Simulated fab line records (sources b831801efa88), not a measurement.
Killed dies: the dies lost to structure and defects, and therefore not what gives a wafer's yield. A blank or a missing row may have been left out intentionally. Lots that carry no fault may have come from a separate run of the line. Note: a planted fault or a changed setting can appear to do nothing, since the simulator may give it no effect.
The same fault as seen by 2 desks :: flow gf180mcu :: numbers are kept per desk, each desk with only its own; the story behind them comes last

AT THE TOOL OWNER'S DESK: pecvd-03
The tool's own readings at GF_V3_CVD_02 (deposits SiO2 from TEOS, target thk 850 nm, time 94.851 s): means of the sampled wafers that have a number, for each lot that ran on this tool. If a lot's mean is further than 4 standard deviations from the usual mean, the lot is out of limits and carries the mark OUT (the distance appears in the brackets).
Columns: A = heater-power-w at GF_V3_CVD_02, usual 660 W; B = susceptor-temp-C at GF_V3_CVD_02, usual 400.00 C
lot: L741
first seen here: day 22 15:49
A: 647
B: 400.25

lot: L742
first seen here: day 22 21:42
A: 590
B: 399.72

lot: L756
first seen here: day 27 13:26
A: 624
B: 399.72
This desk's finding: nothing out of limits on any of the 3 lots.

AT THE METROLOGY DESK
Means of the sampled wafers that have a number, per lot and without regard to the tool the lot ran on: this is what the gauges read. If a lot's mean is further than 4 standard deviations from the usual mean, the lot is out of limits and carries the mark OUT (the distance appears in the brackets). Of its 9 readings 7 are shown: the one that was out of limits first, and those that lie furthest out on some lot.
Columns: A = cd-nm at GF_M3_CD_MEAS_14, usual 280.2 nm; B = M3_OVL at GF_M3_OVL_MEAS_15, usual 6 nm; C = V3_CVD_00_THK at GF_V3_THK_MEAS_01, usual 599 nm; D = V3_CVD_02_THK at GF_V3_THK_MEAS_03, usual 848 nm; E = cd-nm at GF_V3_CD_MEAS_14, usual 259.5 nm; F = V3_W_RS at GF_V3_RS_MEAS_24, usual 0.3286 ohm/sq; G = V3_W_THK at GF_V3_THK_MEAS_25, usual 351 nm
lot: L741
first seen here: day 22 14:53
A: 281.0
B: 6
C: 606
D: 849
E: 258.8
F: 0.3259
G: 356

lot: L742
first seen here: day 22 20:44
A: 278.9
B: 2
C: 596
D: 848
E: 257.8
F: 0.3264
G: 350

lot: L746
first seen here: day 24 11:28
A: 280.0
B: 8
C: 603
D: 856
E: 257.5
F: 0.3305
G: 351

lot: L756
first seen here: day 27 12:20
A: 281.4
B: 11
C: 602
D: 575 (-28) OUT
E: 259.9
F: 0.3277
G: 350

lot: L760
first seen here: day 28 13:14
A: 278.1
B: 5
C: 602
D: 851
E: 258.6
F: 0.3282
G: 350
This desk's finding: out of limits on L756; first on L756, day 27 13:30 (V3_CVD_02_THK at GF_V3_THK_MEAS_03). In limits: L741, L742, L746, L760.

TAKEN TOGETHER
On L756, the metrology desk was in a position to raise an alarm at day 27 13:30.
The tool owner's desk saw nothing out of limits.
Tool owner's desk: L756 on record, inside its limits.
All the named lots went through GF_V3_CVD_02 on pecvd-03.

WHAT HAD BEEN PUT IN BY THE SIMULATOR
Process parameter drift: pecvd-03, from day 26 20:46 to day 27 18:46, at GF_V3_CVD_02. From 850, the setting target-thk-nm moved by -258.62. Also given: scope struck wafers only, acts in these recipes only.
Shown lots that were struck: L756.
Per desk, hours elapsed from the start of the fault to the first reading out of limits: for the metrology desk, 17.
